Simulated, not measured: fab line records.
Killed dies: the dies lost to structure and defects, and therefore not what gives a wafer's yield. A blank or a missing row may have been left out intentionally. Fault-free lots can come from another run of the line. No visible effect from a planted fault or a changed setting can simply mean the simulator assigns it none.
Problem report in the 8D (eight disciplines) form, filled by code || flow sky130 || the parts of the form that need people (team, actions taken, sign-off) are left out

## 1. THE ISSUE
At SKY_SD_P_SOFTBAKE_03, heaterPowerTotalW averages 53.50 W over 6 wafers from 2 lots, while fault-free wafers read 56.59 W, standard deviation 0.045. That is -69 standard deviations from the usual mean.
The step: time 60 s.
First observed at day 31 14:08: wafer L235.3, on lithoTrack-02. The record has a number at this step for 18 wafers belonging to 6 lots. By rule, "out" or "out of limits" means more than 4 standard deviations away from the usual mean. The other wafers with a number count as sound.

## 2. WHAT IT IS; WHAT IT IS NOT
{"question": "which readings at this step", "is": "heaterPowerTotalW, plateTempC", "is not": "-"}
{"question": "which lots", "is": "L235, L237", "is not": "L218, L219, L238, L240"}
{"question": "which wafers of those lots", "is": "all that have a number", "is not": "-"}
{"question": "read on which tools", "is": "lithoTrack-02", "is not": "lithoTrack-01, lithoTrack-03"}
{"question": "when", "is": "from day 31 14:08", "is not": "up to then (6 sound wafers); but 6 sound wafers of L238, L240 came after"}

## 3. THE SUSPECTS, EACH WITH WHAT RULES IT OUT
Counting: a tool at a process step up to the reading stays a suspect if it ran every lot that is out and no sound lot after the first of them.
- plasmaAsher-02 at SKY_POLY_CUT_STRIP_12 (strips in O2/N2): ruled out as a lasting fault. Following L235 (day 30 23:43), the first lot on it that is out, the sound lots L238, L240 were run on it.
- lithoTrack-02 at SKY_SD_P_SOFTBAKE_03 (time 60 s): kept. It processed each lot that is out, first L235 at day 31 14:08, and no sound lot thereafter; up to then, the last sound lot it processed was L219 at day 25 18:32. Its own readings are out on those wafers: heaterPowerTotalW, plateTempC.
The count leaves lithoTrack-02 at SKY_SD_P_SOFTBAKE_03.

## 4. THE CAUSE (what the simulator had put in)
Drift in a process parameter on lithoTrack-02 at SKY_SD_P_SOFTBAKE_03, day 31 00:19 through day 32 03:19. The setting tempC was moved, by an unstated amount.
Counting left only this tool.

## 5. SEQUENCE OF EFFECTS, ordered by route
One row per reading whose mean, taken over the struck wafers that have a number, lies over 3 standard deviations from the usual. Only readings whose record carries a usual standard deviation are examined. hours: median over the lots of the time between each lot's start at the first step of this table that gives one and its start at this step. sigmas: the change, counted in usual standard deviations.
{"hours": 0, "step": "SKY_SD_P_SOFTBAKE_03", "reading": "heaterPowerTotalW", "usual": "56.59 W", "on struck wafers": 53.50, "change": -3.09, "sigmas": -69}
{"hours": 0, "step": "SKY_SD_P_SOFTBAKE_03", "reading": "plateTempC", "usual": "89.98 C", "on struck wafers": 86.47, "change": -3.51, "sigmas": -32}
Process steps it contains:
- SKY_SD_P_SOFTBAKE_03: time 60 s.
At these later measuring or inspecting steps, every struck wafer for which the step has a row has a number for every such reading, and none has moved that far: SKY_SD_P_CD_MEAS_07.

## 6. HOW IT WOULD HAVE BEEN CAUGHT EARLIER
In this record no reading fell out of limits until day 31 14:08, 14 hours after the fault had begun at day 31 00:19.
